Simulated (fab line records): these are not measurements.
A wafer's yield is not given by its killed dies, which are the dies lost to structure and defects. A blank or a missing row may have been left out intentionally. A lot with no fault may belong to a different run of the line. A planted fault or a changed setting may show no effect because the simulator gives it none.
A struck lot beside a sound one	flow sfqLine	13 out of 325 route steps
Sound: these wafers, L276.2, L276.4, L276.6. The struck wafers were L284.1, L284.2, L284.4. Last of all comes the cause.
Order at every step that has rows: each side's tool, ch and its chambers, its first start. Under that, the readings that differ: sound wafers	struck wafers	difference of the means	sigmas: that difference in standard deviations of wafers without a fault.
alike: readings with means less than 2 such deviations apart, plus words and numbers identical on both sides. not compared: withheld readings, readings lacking a value on some wafer, bounds such as >300 that could conceal the same value, and numbers that have no deviation in the record and whose values overlap.
The two part at a step that has a row with sigmas, a row that says differs or no value, or rows on one side only. Numbers that don't overlap but have no deviation are shown without sigmas and don't part them. A reading missing from all wafers of one side parts the sides only when that side holds two or more wafers.

SFQ_L0V_OVL_MEAS_903:
  struck on overlay-02, day 12 03:52; sound on overlay-01, day 9 23:04
  alike: L0V_OVL
SFQ_TRILAYER_L0_VIA_BARC_OPEN_VIA_ETCH_021: etches BARC in O2, target depth 125 nm, time 41.7 s.
  sound on rieDiel-04 ch 1,2,3, day 9 23:05; struck on rieDiel-04 ch 0,1,3, day 12 03:53
  alike: drypumpMotorCurrentA, oesProductAu
  not compared: rfHoursCounterH
SFQ_TRILAYER_L0_VIA_ETCH_VIA_ETCH_016: etches SiO2 in CHF3, stops on MoNx KI, target depth 80 nm.
  sound on rieDiel-04 ch 1,2,3, day 9 23:08; struck on rieDiel-04 ch 0,1,3, day 12 03:56
  alike: drypumpMotorCurrentA, oesProductAu
SFQ_TRILAYER_L0_VIA_STRIP_STRIP_017: strips in O2.
  sound on rieMetal-01 ch 0, day 9 23:11; struck on rieMetal-02 ch 0,1, day 12 03:59
  alike: drypumpMotorCurrentA, oesProductAu, platenTempC
  not compared: rfHoursCounterH
then, 2 steps without rows for these wafers: SFQ_TRILAYER_L0_VIA_STRIP_SOLV_CLEAN_018 (cleans in NMP, time 600 s); SFQ_TRILAYER_M0_DEP_PRE_CLEAN_020 (time 15 s).
SFQ_TRILAYER_M0_DEP_SPUTTER_019: material Nb, target thk 200 nm, time 133.3 s.
  struck on pvdSputter-04, day 12 04:47; sound on pvdSputter-04, day 9 23:59
  alike: basePressurePa, substrateTempC, throttleValvePct
SFQ_M0_RS_MEAS_904: a four-point-probe measurement.
  struck on filmMetro-03, day 12 04:52; sound on filmMetro-03, day 10 00:05
  alike: M0_NB_RS
then, 3 steps without rows for these wafers: SFQ_TRILAYER_M0_LITHO_COAT_026 (resist thk 62 nm); SFQ_TRILAYER_M0_LITHO_COAT_021 (resist thk 600 nm); SFQ_TRILAYER_M0_LITHO_SOFTBAKE_025.
-- the record jumps here: 5 days lie between the struck wafers' starts before and after --
SFQ_TRILAYER_M0_LITHO_EXPOSE_022: exposes mask M0, target cd 500 nm.
  struck on krfScanner-02, day 17 11:53; sound on krfScanner-02 ch 0, day 14 11:05
  no value came back on the struck wafers for exposureDoseMJCm2, focusOffsetNm (nm), reticleTempC (C); on the sound wafers exposureDoseMJCm2 reads 14.424 14.444 14.438
  alike: mask
then, 1 step without rows for these wafers: SFQ_TRILAYER_M0_LITHO_PEB_024 (peb time 60 s).

WHERE THEY PART
Only at SFQ_TRILAYER_M0_LITHO_EXPOSE_022, as far as this record shows.

WHY: whatever the simulator had introduced
Skipped step whole: krfScanner-02, from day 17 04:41 on, at SFQ_TRILAYER_M0_LITHO_EXPOSE_022. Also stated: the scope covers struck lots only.
